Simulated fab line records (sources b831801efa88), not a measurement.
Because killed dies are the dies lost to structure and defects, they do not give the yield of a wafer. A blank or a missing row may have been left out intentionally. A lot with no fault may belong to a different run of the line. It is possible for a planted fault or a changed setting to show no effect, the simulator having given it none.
Problem report in the 8D (eight disciplines) form, filled by code | flow sky130 | the parts of the form that need people (team, actions taken, sign-off) are left out

## 1. WHAT WENT WRONG
Across 6 wafers from 2 lots, LDD_P_TW at SKY_LDD_P_TW_MEAS_11 averages 668, while fault-free wafers read 639 with a standard deviation of 5.1. That puts it +5.7 standard deviations away from the usual mean.
Seen first at day 24 19:46 on film metro-03, wafer L220.2. The record holds 37 wafers of 13 lots with a number at this step. Rule for "out", or "out of limits": more than 4 standard deviations from the usual mean. The other wafers with a number count as sound.

## 2. WHAT IT IS, AND WHAT IT ISN'T
question                    | is                     | is not
which readings at this step | LDD_P_TW               | -
which lots                  | L220, L221             | L206, L209, L210, L211, L214, L217, L222, L223, L225, L227, L229
which wafers of those lots  | all that have a number | -
read on which gauges        | film metro-03          | film metro-02, film metro-04
when                        | from day 24 19:46      | up to then (17 sound wafers); but 14 sound wafers of L222, L223, L225, L227, L229 came after

## 3. WHAT RULES OUT EACH SUSPECT
Counting: a tool at any process step up to the reading remains a suspect when it ran all the lots that are out and ran no sound lot after the first of those.
- ruled out: the gauge at SKY_LDD_P_TW_MEAS_11. All the wafers that are out were read on film metro-03, but those of them that SKY_LDD_P_IMPLANT_09 has rows for are out there too, on other tools.
- implanter-01 at SKY_LDD_P_IMPLANT_09: kept. All lots that are out passed through it, beginning with L220 at day 24 19:32, and no sound lot followed; its final sound lot before that point was L210 at day 21 03:11. Its own beam energy keV readings are out on those wafers.
The count leaves implanter-01 at SKY_LDD_P_IMPLANT_09.

## 4. THE CAUSE (what the simulator had put in)
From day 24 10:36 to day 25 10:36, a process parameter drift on implanter-01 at SKY_LDD_P_IMPLANT_09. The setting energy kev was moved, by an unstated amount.
After counting, this tool was the only one left.

## 5. SEQUENCE OF EFFECTS, ordered by route
One row per reading whose mean, taken over the struck wafers that have a number, lies over 3 standard deviations from the usual. Only readings whose record carries a usual standard deviation are examined. hours: median over the lots of the time between each lot's start at the first step of this table that gives one and its start at this step. sigmas: the change, counted in usual standard deviations.
hours | step                 | reading         | usual  | on struck wafers | change | sigmas
0     | SKY_LDD_P_IMPLANT_09 | beam energy keV | 24.999 | 30.633           | +5.634 | +99 or more
0     | SKY_LDD_P_TW_MEAS_11 | LDD_P_TW        | 639    | 668              | +29    | +5.7
Here are the process steps it includes:
- SKY_LDD_P_IMPLANT_09

## 6. HOW IT WOULD HAVE BEEN CAUGHT EARLIER
9 hours passed between the start of the fault at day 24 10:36 and the first reading out of limits at a measuring or inspecting step in this record, taken at day 24 19:46.
Tool's own readings at SKY_LDD_P_IMPLANT_09, beam energy keV: out on all struck wafers the step has rows for; an alarm limit on them would have tripped on the first.
L221, from the lots that are out (2), started SKY_LDD_P_IMPLANT_09 on implanter-01 later than day 24 19:46. A tool hold placed at that time would have kept it from harm.
